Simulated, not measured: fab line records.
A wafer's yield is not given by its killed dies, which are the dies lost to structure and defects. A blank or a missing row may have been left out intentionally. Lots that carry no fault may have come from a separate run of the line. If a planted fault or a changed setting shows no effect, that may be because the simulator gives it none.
Which of the tools did it?	flow sky130	36 wafers from 12 lots sampled at 4 of the route's 708 steps

== WHAT THE GAUGES SHOWED, per wafer ==
SKY_VIA1_OVL_MEAS_13. Usual: VIA1_OVL typically reads -1 nm, with standard deviation 4.7.
lot	measured	on	VIA1_OVL (nm)	flag
L702	day 34 15:34	overlay-02	-2 -6 -8	
L703	day 34 21:52	overlay-01	-1 -4 -6	
L704	day 35 05:07	overlay-01	-3 1 -2	
L706	day 35 22:30	overlay-01	-2 0 1	
L707	day 36 04:12	overlay-02	-1 -3 -2	
L709	day 37 04:31	overlay-02	-3 0 -3	
L710	day 38 00:47	overlay-01	3 -1 1	
L711	day 38 02:28	overlay-02	2 -3 7	
L712	day 38 06:49	overlay-02	-1 -6 -1	
L713	day 38 13:12	overlay-01	-1 6 3	
L714	day 38 13:17	overlay-02	-7 -4 -7	
L719	day 39 20:30	overlay-02	-1 0 1	

SKY_VIA1_THK_MEAS_23: measures by xrf. Usual: VIA1_W_THK typically reads 267 nm, with standard deviation 3.7.
lot	measured	on	VIA1_W_THK (nm)	flag
L702	day 34 16:34	film_metro-02	269 273 266	
L703	day 34 22:52	film_metro-01	267 263 263	
L704	day 35 06:10	film_metro-01	271 272 265	
L706	day 35 23:29	film_metro-04	270 272 275	
L707	day 36 05:12	film_metro-02	274 273 272	
L709	day 37 05:34	film_metro-01	263 265 263	
L710	day 38 01:47	film_metro-02	266 270 270	
L711	day 38 03:28	film_metro-01	268 265 262	
L712	day 38 07:55	film_metro-02	271 268 275	
L713	day 38 14:16	film_metro-01	260 262 262	
L714	day 38 14:19	film_metro-02	268 267 265	
L719	day 39 21:29	film_metro-04	267 268 267	

SKY_METAL2_RS_MEAS_05: the measuring method here is four-point-probe. Usual: METAL2_ALCU_RS typically reads 0.1269 ohm/sq, with standard deviation 0.0015.
lot	measured	on	METAL2_ALCU_RS (ohm/sq)	flag
L702	day 34 17:04	film_metro-04	0.1276 0.1278 0.1279	
L703	day 34 23:22	film_metro-03	0.1251 0.1238 0.1242	
L704	day 35 06:40	film_metro-04	0.1257 0.1276 0.1274	
L706	day 35 23:59	film_metro-03	0.1287 0.1284 0.1272	
L707	day 36 05:43	film_metro-02	0.1263 0.1253 0.1265	
L709	day 37 06:04	film_metro-04	0.1282 0.1274 0.1277	
L710	day 38 02:17	film_metro-03	0.1268 0.1263 0.1269	
L711	day 38 03:58	film_metro-04	0.1259 0.1260 0.1267	
L712	day 38 08:25	film_metro-02	0.1260 0.1274 0.1263	
L713	day 38 14:46	film_metro-03	0.1304 0.1295 0.1290	
L714	day 38 15:04	film_metro-02	0.1257 0.1244 0.1255	
L719	day 39 22:00	film_metro-03	0.1264 0.1258 0.1255	

== WHICH TOOL RAN EACH LOT (tool, then ch and the chambers of the sampled wafers, then the start) ==
lot	SKY_VIA1_CMP_24
L702	cmp-02 ch 1,3, day 34 16:37
L703	cmp-01 ch 0,1,2, day 34 22:55
L704	cmp-02 ch 0,1,2, day 35 06:13
L706	cmp-02 ch 0,2,3, day 35 23:36
L707	cmp-01 ch 0,1,3, day 36 05:21
L709	cmp-01 ch 0,1, day 37 05:37
L710	cmp-01 ch 0,1,3, day 38 01:51
L711	cmp-01 ch 0,1,3, day 38 03:37
L712	cmp-01 ch 0,1,3, day 38 07:58
L713	cmp-02 ch 0,1,3, day 38 14:26
L714	cmp-02 ch 1,2,3, day 38 14:47
L719	cmp-01 ch 0,1,2, day 39 21:32
- SKY_VIA1_CMP_24: polishes, stops on SiO2, t overpolish 15 s, target thk 0 nm.

== AS READ BY THE TOOLS THEMSELVES (means over the sampled wafers that have a number; for cases with no such wafer, the mark the record gives instead) ==
SKY_VIA1_CMP_24. Usual: motor_current_A 10.5 A, standard deviation 1.2; overpolish_run_s 14.999 s, standard deviation 0.0094; retaining_ring_pressure_frac 1.000, standard deviation 0.0045; slurry_flow_ml_min 149.9, standard deviation 0.44; time_to_endpoint_s 64 s, standard deviation 3.4.
lot	tool	motor_current_A (A)	overpolish_run_s (s)	retaining_ring_pressure_frac	slurry_flow_ml_min	time_to_endpoint_s (s)	flag
L702	cmp-02	9.6	14.997	0.999	150.0	66	
L703	cmp-01	10.5	14.993	1.002	149.8	68	
L704	cmp-02	11.3	15.002	1.004	149.9	62	
L706	cmp-02	11.5	14.998	0.997	149.8	62	
L707	cmp-01	10.2	15.009	1.001	149.7	65	
L709	cmp-01	10.2	15.000	0.999	149.8	63	
L710	cmp-01	9.8	14.992	1.000	149.7	65	
L711	cmp-01	9.7	15.001	0.996	150.5	62	
L712	cmp-01	9.8	15.009	1.002	149.9	65	
L713	cmp-02	10.4	14.997	0.997	149.6	64	
L714	cmp-02	10.8	15.000	1.004	150.3	61	
L719	cmp-01	10.0	15.673	0.998	150.4	65	OFF

== THE ANSWER, worked out from the rows above alone ==
Rule: lot off if the mean of its wafers having a number is beyond 3 standard deviations from the usual mean. A lot without any number at a reading at which 4 lots or more have one is off too. Where the step has rows for the other lots, those lots are counted as sound. Order of review: gauges by route order, followed by the tools' own readings, for which a lot's mean as printed above is used. The first step at which some lot is off is used, and at that step the reading that is off furthest; a lot without a number counts as furthest.
Off: L719, at SKY_VIA1_CMP_24 (overpolish_run_s).
A tool fits if, at that step or a process step before it, it ran every lot that is off, and no sound lot after the first of them. One candidate fits, namely cmp-01 at SKY_VIA1_CMP_24. Its last sound lot is L712 (day 38 07:58), its first lot that is off L719 (day 39 21:32): a fault that began between those two fits.
The tool's own readings at SKY_VIA1_CMP_24 bear it out: on the lots that are off they differ by more than 5 times the standard deviation of the sound lots' means. overpolish_run_s reads 15.673 s there against 15.000 s on the sound lots.

== WHAT THE SIMULATOR HAD PUT IN ==
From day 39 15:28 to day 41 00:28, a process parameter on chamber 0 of cmp-01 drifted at SKY_VIA1_CMP_24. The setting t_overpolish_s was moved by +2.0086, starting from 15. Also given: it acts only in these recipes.
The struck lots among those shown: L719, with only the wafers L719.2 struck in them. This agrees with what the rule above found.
